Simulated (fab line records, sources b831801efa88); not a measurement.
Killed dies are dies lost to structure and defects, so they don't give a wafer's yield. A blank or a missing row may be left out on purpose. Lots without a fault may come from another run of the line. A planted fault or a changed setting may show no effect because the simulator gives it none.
Which tool did it? | flow gf180mcu | 12 lots, 36 wafers sampled, at 5 steps of a route of 602

WHAT THE GAUGES READ, wafer by wafer
GF_DNWELL_TW_MEAS_09. Usual: DNWELL_TW 1326, standard deviation 6.6.
lot  | measured    | on            | DNWELL_TW      | flag
L361 | day 2 19:29 | film_metro-01 | 1326 1323 1331 |
L362 | day 2 23:05 | film_metro-02 | 1328 1326 1331 |
L364 | day 3 11:46 | film_metro-01 | 1321 1327 1318 |
L366 | day 3 21:55 | film_metro-01 | 1327 1330 1328 |
L367 | day 4 02:36 | film_metro-02 | 1330 1328 1331 |
L370 | day 4 20:02 | film_metro-04 | 1322 1330 1317 |
L372 | day 5 06:05 | film_metro-04 | 1321 1318 1323 |
L379 | day 6 19:13 | film_metro-01 | 1324 1317 1326 |
L380 | day 6 22:53 | film_metro-04 | 1330 1318 1327 |
L382 | day 7 09:25 | film_metro-02 | 1324 1336 1333 |
L383 | day 7 15:12 | film_metro-04 | 1317 1315 1316 |
L384 | day 7 19:50 | film_metro-04 | 1310 1319 1323 |

GF_VT_IMPLANT_OVL_MEAS_40. Usual: VT_IMPLANT_03_OVL -0.2 nm, standard deviation 1.4.
lot  | measured     | on         | VT_IMPLANT_03_OVL (nm) | flag
L361 | day 7 11:38  | overlay-02 | -1.5 0.7 -0.6          |
L362 | day 7 18:29  | overlay-01 | -0.7 0.3 1.7           |
L364 | day 8 08:28  | overlay-02 | -1.9 -2.9 -0.6         |
L366 | day 8 22:03  | overlay-02 | 1.2 0.7 1.8            |
L367 | day 9 02:41  | overlay-01 | 1.4 -0.2 -0.4          |
L370 | day 10 03:50 | overlay-01 | - - -                  | OFF
L372 | day 10 17:13 | overlay-01 | 0.7 1.3 1.6            |
L379 | day 12 17:39 | overlay-02 | 0.4 0.3 -2.1           |
L380 | day 12 21:38 | overlay-01 | 1.1 0.4 0.2            |
L382 | day 13 08:53 | overlay-02 | -1.0 0.3 -1.1          |
L383 | day 13 18:14 | overlay-01 | 0.6 0.0 -0.5           |
L384 | day 13 23:07 | overlay-02 | 1.4 1.4 -1.1           |

GF_VT_IMPLANT_TW_MEAS_43. Usual: VT_IMPLANT_4_TW 684, standard deviation 8.5.
lot  | measured     | on            | VT_IMPLANT_4_TW   | flag
L361 | day 7 11:55  | film_metro-03 | 692 698 695       |
L362 | day 7 18:46  | film_metro-04 | 672 668 674       |
L364 | day 8 08:47  | film_metro-04 | 672 673 674       |
L366 | day 8 22:21  | film_metro-03 | 693 695 692       |
L367 | day 9 02:59  | film_metro-03 | 696 689 692       |
L370 | day 10 04:07 | film_metro-04 | 30 30 30 30 30 30 | OFF
L372 | day 10 17:31 | film_metro-04 | 681 680 683       |
L379 | day 12 17:57 | film_metro-01 | 678 682 681       |
L380 | day 12 21:55 | film_metro-03 | 690 693 692       |
L382 | day 13 09:10 | film_metro-03 | 696 691 694       |
L383 | day 13 18:32 | film_metro-04 | 677 673 675       |
L384 | day 13 23:25 | film_metro-04 | 677 680 676       |

WHICH TOOL RAN EACH LOT (tool, then ch and the chambers of the sampled wafers, then the start)
lot  | GF_STI_ETCH_13                    | GF_VT_IMPLANT_EXPOSE_37
L361 | rie_diel-03 ch 1,2,3, day 2 01:24 | iline_stepper-02 ch 0, day 7 03:54
L362 | rie_diel-03 ch 2,3, day 2 06:26   | iline_stepper-01 ch 0, day 7 10:35
L364 | rie_diel-01 ch 0,1,3, day 2 17:56 | iline_stepper-02 ch 0, day 8 00:32
L366 | rie_diel-01 ch 0,1,3, day 3 04:05 | iline_stepper-02 ch 0, day 8 13:14
L367 | rie_diel-01 ch 0,2,3, day 3 08:00 | iline_stepper-02 ch 0, day 8 18:17
L370 | rie_diel-01 ch 0,2,3, day 3 23:08 | iline_stepper-01 ch 0, day 9 19:11
L372 | rie_diel-03 ch 0,2, day 4 10:44   | iline_stepper-01 ch 0, day 10 08:02
L379 | rie_diel-01 ch 0,3, day 5 23:11   | iline_stepper-01 ch 0, day 12 08:01
L380 | rie_diel-01 ch 0,2,3, day 6 03:21 | iline_stepper-01 ch 0, day 12 11:56
L382 | rie_diel-03 ch 0,2,3, day 6 12:56 | iline_stepper-01 ch 0, day 12 23:39
L383 | rie_diel-02 ch 0,2,3, day 6 19:17 | iline_stepper-01 ch 0, day 13 08:56
L384 | rie_diel-01 ch 0,2, day 6 23:17   | iline_stepper-01 ch 0, day 13 12:51
- GF_STI_ETCH_13: etches the open film in CHF3/O2, stops on Si, target depth 282.31 nm, time 112.9 s.
- GF_VT_IMPLANT_EXPOSE_37: exposes mask Nwell HV AREA, target cd 860 nm.

WHAT THE TOOLS THEMSELVES READ (means of the sampled wafers that have a number; where no wafer has one, the mark that the record gives instead)
GF_STI_ETCH_13. Usual: drypump_motor_current_A 6.02 A, standard deviation 0.14; oes_product_au 0.830 a.u., standard deviation 0.0066; throttle_valve_pct 8.810 %, standard deviation 0.0087.
lot  | tool        | drypump_motor_current_A (A) | oes_product_au (a.u.) | throttle_valve_pct (%) | flag
L361 | rie_diel-03 | 6.09                        | 0.828                 | 8.806                  |
L362 | rie_diel-03 | 6.19                        | 0.825                 | 8.807                  |
L364 | rie_diel-01 | 5.95                        | 0.831                 | 8.801                  |
L366 | rie_diel-01 | 5.94                        | 0.830                 | 8.808                  |
L367 | rie_diel-01 | 6.04                        | 0.836                 | 8.813                  |
L370 | rie_diel-01 | 6.05                        | 0.838                 | 8.813                  |
L372 | rie_diel-03 | 5.94                        | 0.838                 | 8.809                  |
L379 | rie_diel-01 | 6.07                        | 0.832                 | 8.811                  |
L380 | rie_diel-01 | 6.04                        | 0.823                 | 8.807                  |
L382 | rie_diel-03 | 6.06                        | 0.829                 | 8.806                  |
L383 | rie_diel-02 | 6.02                        | 0.827                 | 8.812                  |
L384 | rie_diel-01 | 5.92                        | 0.822                 | 8.815                  |

THE ANSWER, worked out from the rows above alone
Rule: a lot is off if the mean of its wafers that have a number lies more than 3 standard deviations from the usual mean. A lot without any number at a reading at which 4 lots or more have one is off too. The other lots that the step has rows for count as sound. The gauges are gone through in route order, then the tools' own readings, and for those a lot's mean is taken as printed above. The first step at which some lot is off is used, and at that step the reading that is off furthest; a lot without a number counts as furthest.
Off: L370, at GF_VT_IMPLANT_OVL_MEAS_40 (VT_IMPLANT_03_OVL). Without a number there: L370.
A tool fits if, at a process step before that reading, it ran every lot that is off, and no sound lot after the first of them. The gauges at GF_VT_IMPLANT_OVL_MEAS_40 aren't tried: what is off there is off at GF_VT_IMPLANT_TW_MEAS_43 too, on other tools, and a gauge's error can't cause that. None of those tried fits.

WHAT THE SIMULATOR HAD PUT IN
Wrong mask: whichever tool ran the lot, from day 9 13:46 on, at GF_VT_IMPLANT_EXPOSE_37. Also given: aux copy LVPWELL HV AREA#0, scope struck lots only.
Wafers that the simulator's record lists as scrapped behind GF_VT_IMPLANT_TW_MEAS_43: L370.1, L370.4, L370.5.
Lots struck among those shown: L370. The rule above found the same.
